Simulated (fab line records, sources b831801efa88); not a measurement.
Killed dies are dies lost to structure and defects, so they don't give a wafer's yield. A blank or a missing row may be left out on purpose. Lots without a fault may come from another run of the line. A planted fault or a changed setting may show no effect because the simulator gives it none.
Chamber matching | flow sky130 | SKY_CONTACT_CMP_04 on cmp-02: 4 sister chambers
The step polishes SiO2. 24 wafers are shown with their chamber, then 12 later ones without.

WAFERS WITH THEIR CHAMBER
wafer  | chamber | motor_current_A (A) | time_to_endpoint_s (s) | platen_rpm (rpm)
L075.3 | 3       | 14.6                | 91                     | 59.99
L075.5 | 1       | 12.3                | 81                     | 60.04
L075.6 | 0       | 11.1                | 88                     | 59.96
L077.1 | 3       | 13.6                | 92                     | 60.09
L077.3 | 1       | 12.2                | 79                     | 59.97
L077.6 | 2       | 10.3                | 89                     | 59.98
L079.1 | 0       | 11.2                | 92                     | 60.07
L079.4 | 2       | 10.5                | 86                     | 60.00
L079.6 | 1       | 12.5                | 80                     | 59.97
L081.3 | 2       | 10.5                | 77                     | 60.02
L081.4 | 3       | 13.9                | 86                     | 60.08
L081.6 | 3       | 13.7                | 85                     | 60.05
L082.1 | 1       | 12.0                | 80                     | 60.00
L082.4 | 2       | 10.7                | 86                     | 60.04
L082.5 | 3       | 13.9                | 92                     | 59.94
L084.2 | 2       | 10.2                | 81                     | 60.01
L084.5 | 3       | 13.2                | 94                     | 60.02
L084.6 | 2       | 10.4                | 83                     | 60.01
L088.3 | 2       | 11.1                | 79                     | 59.96
L088.5 | 1       | 12.2                | 76                     | 60.00
L088.6 | 2       | 9.6                 | 82                     | 59.96
L087.1 | 3       | 13.3                | 84                     | 60.09
L087.2 | 1       | 11.6                | 74                     | 60.06
L087.5 | 0       | 11.3                | 77                     | 60.04

SIGNATURES (means of the wafers above)
reading            | chamber 0 | chamber 1 | chamber 2 | chamber 3 | scatter within a chamber
motor_current_A    | 11.200    | 12.133    | 10.412    | 13.743    | 0.392
time_to_endpoint_s | 85.67     | 78.33     | 82.88     | 89.14     | 4.28
platen_rpm         | 60.0233   | 60.0067   | 59.9975   | 60.0371   | 0.0439
Rule: a wafer's distance from a chamber is the root of the sum, over the readings, of the square of ((its reading less the chamber's mean) divided by the reading's scatter). The wafer belongs to the nearest chamber; if the next one is less than 2 further off, it can't be placed. The scatter: the root of (the sum of the squares of (reading less its chamber's mean) over the shown wafers, divided by (wafers less chambers)).

WAFERS WITHOUT THEIR CHAMBER
wafer  | motor_current_A (A) | time_to_endpoint_s (s) | platen_rpm (rpm)
L090.1 | 12.3                | 80                     | 60.05
L090.3 | 10.4                | 82                     | 60.03
L090.4 | 14.0                | 91                     | 60.04
L091.2 | 11.2                | 77                     | 59.97
L091.5 | 12.3                | 73                     | 59.99
L091.6 | 10.1                | 70                     | 59.97
L092.4 | 11.5                | 84                     | 60.00
L092.5 | 11.0                | 81                     | 60.09
L092.6 | 14.3                | 92                     | 59.90
L093.2 | 11.8                | 78                     | 59.96
L093.5 | 13.9                | 82                     | 60.03
L093.6 | 11.6                | 79                     | 60.07

WHICH CHAMBER EACH WENT THROUGH
wafer  | from the rows above          | in truth
L090.1 | 1                            | 1
L090.3 | can't be placed: 2 or 0      | 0
L090.4 | 3                            | 3
L091.2 | can't be placed: 0 or 2 or 1 | 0
L091.5 | 1                            | 1
L091.6 | can't be placed: 2 or 0      | 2
L092.4 | can't be placed: 0 or 1 or 2 | 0
L092.5 | can't be placed: 0 or 2 or 1 | 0
L092.6 | 3                            | 3
L093.2 | can't be placed: 1 or 0      | 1
L093.5 | 3                            | 3
L093.6 | can't be placed: 1 or 0 or 2 | 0
Placed correctly: 5 of 12. Can't be placed from these rows: 7 (the true chamber is among the candidates in 7). Placed wrongly: 0.
